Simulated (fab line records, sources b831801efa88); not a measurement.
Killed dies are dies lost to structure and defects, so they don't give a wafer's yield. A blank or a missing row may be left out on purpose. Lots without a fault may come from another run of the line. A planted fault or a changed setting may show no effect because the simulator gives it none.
Which tool did it? | flow gf180mcu | 15 lots, 45 wafers sampled, at 3 steps of a route of 602

WHAT THE GAUGES READ, wafer by wafer
GF_M3_RS_MEAS_05: measures by four-point-probe. Usual: M3_ALCU_RS 0.0699 ohm/sq, standard deviation 0.00082.
lot  | measured     | on            | M3_ALCU_RS (ohm/sq)  | flag
L694 | day 20 16:11 | film_metro-04 | 0.0694 0.0692 0.0700 |
L697 | day 21 14:40 | film_metro-02 | 0.0692 0.0705 0.0692 |
L698 | day 21 21:26 | film_metro-02 | 0.0695 0.0696 0.0694 |
L699 | day 22 09:23 | film_metro-02 | 0.0693 0.0684 0.0680 |
L700 | day 22 16:50 | film_metro-02 | 0.0695 0.0692 0.0705 |
L701 | day 23 07:38 | film_metro-02 | 0.0698 0.0695 0.0686 |
L702 | day 23 08:58 | film_metro-04 | 0.0714 0.0706 0.0701 |
L703 | day 23 12:07 | film_metro-02 | 0.0715 0.0706 0.0715 |
L704 | day 24 04:26 | film_metro-03 | 0.0692 0.0696 0.0702 |
L709 | day 25 18:05 | film_metro-03 | 0.0702 0.0698 0.0704 |
L710 | day 26 02:38 | film_metro-02 | 0.0701 0.0695 0.0685 |
L711 | day 26 16:35 | film_metro-03 | 0.0697 0.0708 0.0707 |
L715 | day 27 19:11 | film_metro-03 | 0.0707 0.0701 0.0718 |
L716 | day 27 21:20 | film_metro-03 | 0.0704 0.0687 0.0701 |
L717 | day 28 06:50 | film_metro-03 | 0.0709 0.0710 0.0704 |

GF_M3_CD_MEAS_14: target cd 280 nm. Usual: cd_nm 279.8 nm, standard deviation 1.1.
lot  | measured     | on        | cd_nm (nm)        | flag
L694 | day 21 16:13 | cd_sem-01 | 277.7 279.2 280.2 |
L697 | day 22 14:05 | cd_sem-02 | 281.3 281.8 281.6 |
L698 | day 22 20:50 | cd_sem-01 | 279.9 279.8 279.4 |
L699 | day 23 08:10 | cd_sem-01 | 279.4 280.2 279.2 |
L700 | day 23 15:59 | cd_sem-02 | 277.7 280.1 281.6 |
L701 | day 24 06:04 | cd_sem-02 | 279.0 279.0 278.7 |
L702 | day 24 07:40 | cd_sem-02 | 281.1 280.9 280.6 |
L703 | day 24 10:01 | cd_sem-02 | 280.4 278.9 279.6 |
L704 | day 25 02:45 | cd_sem-01 | 278.9 278.5 279.5 |
L709 | day 26 15:12 | cd_sem-02 | - - -             | OFF
L710 | day 26 23:52 | cd_sem-02 | - - -             | OFF
L711 | day 27 12:29 | cd_sem-02 | - - -             | OFF
L715 | day 28 15:01 | cd_sem-01 | 280.6 280.2 281.0 |
L716 | day 28 17:13 | cd_sem-01 | 281.5 281.3 279.4 |
L717 | day 29 01:31 | cd_sem-01 | 281.1 280.6 280.4 |

WHICH TOOL RAN EACH LOT (tool, then ch and the chambers of the sampled wafers, then the start)
lot  | GF_M3_DEVELOP_13
L694 | litho_track-02 ch 0, day 21 16:04
L697 | litho_track-02 ch 0, day 22 13:57
L698 | litho_track-01 ch 0, day 22 20:41
L699 | litho_track-02 ch 0, day 23 08:01
L700 | litho_track-01 ch 0, day 23 15:50
L701 | litho_track-02 ch 0, day 24 05:55
L702 | litho_track-02 ch 0, day 24 07:31
L703 | litho_track-03 ch 0, day 24 09:53
L704 | litho_track-03 ch 0, day 25 02:36
L709 | litho_track-03, day 26 15:03
L710 | litho_track-01, day 26 23:43
L711 | litho_track-01, day 27 12:20
L715 | litho_track-03 ch 0, day 28 14:53
L716 | litho_track-01 ch 0, day 28 17:04
L717 | litho_track-02 ch 0, day 29 01:22
- GF_M3_DEVELOP_13: develop time 60 s.

WHAT THE TOOLS THEMSELVES READ (means of the sampled wafers that have a number; where no wafer has one, the mark that the record gives instead)
GF_M3_DEVELOP_13. Usual: chill_plate_temp_C 23.02 C, standard deviation 0.1.
lot  | tool           | chill_plate_temp_C (C) | flag
L694 | litho_track-02 | 23.11                  |
L697 | litho_track-02 | 22.89                  |
L698 | litho_track-01 | 22.98                  |
L699 | litho_track-02 | 23.03                  |
L700 | litho_track-01 | 23.00                  |
L701 | litho_track-02 | 22.93                  |
L702 | litho_track-02 | 23.16                  |
L703 | litho_track-03 | 22.91                  |
L704 | litho_track-03 | 22.92                  |
L709 | litho_track-03 | -                      | OFF
L710 | litho_track-01 | -                      | OFF
L711 | litho_track-01 | -                      | OFF
L715 | litho_track-03 | 23.02                  |
L716 | litho_track-01 | 23.04                  |
L717 | litho_track-02 | 22.95                  |

THE ANSWER, worked out from the rows above alone
Rule: a lot is off if the mean of its wafers that have a number lies more than 3 standard deviations from the usual mean. A lot without any number at a reading at which 4 lots or more have one is off too. The other lots that the step has rows for count as sound. The gauges are gone through in route order, then the tools' own readings, and for those a lot's mean is taken as printed above. The first step at which some lot is off is used, and at that step the reading that is off furthest; a lot without a number counts as furthest.
Off: L709, L710, L711, at GF_M3_CD_MEAS_14 (cd_nm). Without a number there: L709, L710, L711.
A tool fits if, at a process step before that reading, it ran every lot that is off, and no sound lot after the first of them. The gauges at GF_M3_CD_MEAS_14 aren't tried: what is off there is off at GF_M3_DEVELOP_13 too, on other tools, and a gauge's error can't cause that. None of those tried fits.

WHAT THE SIMULATOR HAD PUT IN
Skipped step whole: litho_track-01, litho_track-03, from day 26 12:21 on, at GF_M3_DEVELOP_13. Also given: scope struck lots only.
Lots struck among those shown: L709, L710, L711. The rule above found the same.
